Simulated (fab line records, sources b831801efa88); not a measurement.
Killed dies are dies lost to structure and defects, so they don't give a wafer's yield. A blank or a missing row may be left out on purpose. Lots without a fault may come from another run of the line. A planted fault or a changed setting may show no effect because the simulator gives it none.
Which tool did it? | flow gf180mcu | 12 lots, 36 wafers sampled, at 4 steps of a route of 602

WHAT THE GAUGES READ, wafer by wafer
GF_HV_LDD_OVL_MEAS_47.
lot  | measured     | on         | HV_LDD_03_OVL (nm)
L877 | day 12 06:04 | overlay-02 | -1.5 0.6 -0.2
L878 | day 12 11:56 | overlay-02 | -1.1 1.5 0.5
L879 | day 13 00:28 | overlay-01 | 2.6 1.2 2.0
L883 | day 14 07:43 | overlay-01 | 1.9 0.4 1.0
L884 | day 14 16:57 | overlay-01 | 0.5 0.0 -0.7
L887 | day 16 05:05 | overlay-02 | -0.6 -0.2 -0.1
L891 | day 17 05:34 | overlay-01 | 2.6 -1.3 -1.4
L892 | day 17 19:26 | overlay-02 | -2.9 -1.5 -1.5
L893 | day 18 00:55 | overlay-02 | 0.5 -0.5 1.3
L896 | day 18 23:17 | overlay-01 | 2.9 2.3 3.1
L898 | day 19 19:40 | overlay-01 | 0.7 2.4 3.1
L899 | day 19 22:26 | overlay-02 | -1.7 -0.1 1.7

GF_NSD_CD_MEAS_07: target cd 400 nm.
lot  | measured     | on        | cd_nm (nm)
L877 | day 13 05:04 | cd_sem-02 | 398.4 399.6 396.8
L878 | day 13 10:50 | cd_sem-01 | 397.4 397.9 395.5
L879 | day 14 00:07 | cd_sem-02 | 404.4 402.8 403.3
L883 | day 15 07:52 | cd_sem-02 | 397.8 398.2 399.6
L884 | day 15 17:42 | cd_sem-02 | 397.5 398.6 398.5
L887 | day 17 06:05 | cd_sem-01 | 402.2 403.3 402.2
L891 | day 18 07:28 | cd_sem-02 | 397.9 399.4 400.3
L892 | day 18 23:32 | cd_sem-01 | 401.2 399.7 399.5
L893 | day 19 04:10 | cd_sem-02 | 401.2 400.6 400.3
L896 | day 20 02:14 | cd_sem-01 | 428.0 428.2 428.4
L898 | day 20 22:58 | cd_sem-02 | 399.4 399.1 397.6
L899 | day 21 01:37 | cd_sem-01 | 423.3 423.7 421.9

WHICH TOOL RAN EACH LOT (tool, then ch and the chambers of the sampled wafers, then the start)
lot  | GF_HV_LDD_STRIP_49                   | GF_NSD_DEVELOP_06
L877 | plasma_asher-04 ch 0,1, day 12 06:16 | litho_track-01 ch 0, day 13 04:55
L878 | plasma_asher-04 ch 0,1, day 12 12:08 | litho_track-01 ch 0, day 13 10:41
L879 | plasma_asher-04 ch 0,1, day 13 00:39 | litho_track-03 ch 0, day 13 23:58
L883 | plasma_asher-02 ch 0,1, day 14 07:54 | litho_track-04 ch 0, day 15 07:43
L884 | plasma_asher-04 ch 0,1, day 14 17:09 | litho_track-01 ch 0, day 15 17:34
L887 | plasma_asher-02 ch 0,1, day 16 05:16 | litho_track-03 ch 0, day 17 05:57
L891 | plasma_asher-04 ch 0,1, day 17 05:45 | litho_track-04 ch 0, day 18 07:19
L892 | plasma_asher-04 ch 0,1, day 17 19:37 | litho_track-03 ch 0, day 18 23:24
L893 | plasma_asher-03 ch 0,1, day 18 01:06 | litho_track-03 ch 0, day 19 04:01
L896 | plasma_asher-04 ch 0,1, day 18 23:28 | litho_track-04 ch 0, day 20 02:05
L898 | plasma_asher-04 ch 0,1, day 19 19:52 | litho_track-03 ch 0, day 20 22:49
L899 | plasma_asher-02 ch 0,1, day 19 22:37 | litho_track-04 ch 0, day 21 01:28
- GF_HV_LDD_STRIP_49: strips in O2/N2.
- GF_NSD_DEVELOP_06: develop time 60 s.

WHAT THE TOOLS THEMSELVES READ (means of the sampled wafers that have a number; where no wafer has one, the mark that the record gives instead)
GF_HV_LDD_STRIP_49.
lot  | tool            | chamber_pressure_mTorr (mTorr) | drypump_motor_current_A (A) | heater_power_w (W) | oes_product_au (a.u.) | platen_temp_c (C) | strip_time_to_endpoint_s (s)
L877 | plasma_asher-04 | 1500.7                         | 6.1                         | 307                | 0.717                 | 249.96            | 12.62
L878 | plasma_asher-04 | 1499.3                         | 6.1                         | 314                | 0.714                 | 249.98            | 12.63
L879 | plasma_asher-04 | 1500.3                         | 6.1                         | 310                | 0.713                 | 250.07            | 12.69
L883 | plasma_asher-02 | 1501.0                         | 6.0                         | 308                | 0.717                 | 250.00            | 12.68
L884 | plasma_asher-04 | 1498.3                         | 5.8                         | 315                | 0.715                 | 250.05            | 12.66
L887 | plasma_asher-02 | 1499.4                         | 6.0                         | 309                | 0.718                 | 249.98            | 12.62
L891 | plasma_asher-04 | 1499.2                         | 6.1                         | 313                | 0.713                 | 250.11            | 12.62
L892 | plasma_asher-04 | 1500.2                         | 5.8                         | 316                | 0.716                 | 250.05            | 12.59
L893 | plasma_asher-03 | 1499.6                         | 5.5                         | 347                | 0.713                 | 250.14            | 12.60
L896 | plasma_asher-04 | 1499.2                         | 6.1                         | 311                | 0.713                 | 249.90            | 12.58
L898 | plasma_asher-04 | 1500.5                         | 6.1                         | 314                | 0.717                 | 249.79            | 12.64
L899 | plasma_asher-02 | 1499.5                         | 6.0                         | 302                | 0.717                 | 250.04            | 12.62

GF_NSD_DEVELOP_06.
lot  | tool           | developer_temp_C (C)
L877 | litho_track-01 | 22.90
L878 | litho_track-01 | 23.11
L879 | litho_track-03 | 23.15
L883 | litho_track-04 | 22.98
L884 | litho_track-01 | 22.93
L887 | litho_track-03 | 22.98
L891 | litho_track-04 | 22.95
L892 | litho_track-03 | 22.84
L893 | litho_track-03 | 22.92
L896 | litho_track-04 | 23.11
L898 | litho_track-03 | 23.01
L899 | litho_track-04 | 23.08

THE ANSWER, worked out from the rows above alone
Rule: what is usual is taken from the lots themselves. Put in order of their means at a reading, lots are off if they are a third of the lots or fewer, leave a main group of 4 or more, and stand apart from it by a gap of 3 or more times the standard deviation of the main group's means; of several such gaps the widest counts. A main group whose means are all the same, to the digits that the tables above print for the reading, isn't used. A lot without any number at a reading at which 4 lots or more have one is off too. The other lots that the step has rows for count as sound. The gauges are gone through in route order, then the tools' own readings, and for those a lot's mean is taken as printed above. The first step at which some lot is off is used, and at that step the reading that is off furthest; a lot without a number counts as furthest.
Off: L896, L899, at GF_NSD_CD_MEAS_07 (cd_nm). The main group: mean 399.7 nm, standard deviation 2.
A tool fits if, at a process step before that reading, it ran every lot that is off, and no sound lot after the first of them. The gauges at GF_NSD_CD_MEAS_07 are tried like those tools. Can't be told from this: 2 tools fit, litho_track-04 at GF_NSD_DEVELOP_06, cd_sem-01 at GF_NSD_CD_MEAS_07.

WHAT THE SIMULATOR HAD PUT IN
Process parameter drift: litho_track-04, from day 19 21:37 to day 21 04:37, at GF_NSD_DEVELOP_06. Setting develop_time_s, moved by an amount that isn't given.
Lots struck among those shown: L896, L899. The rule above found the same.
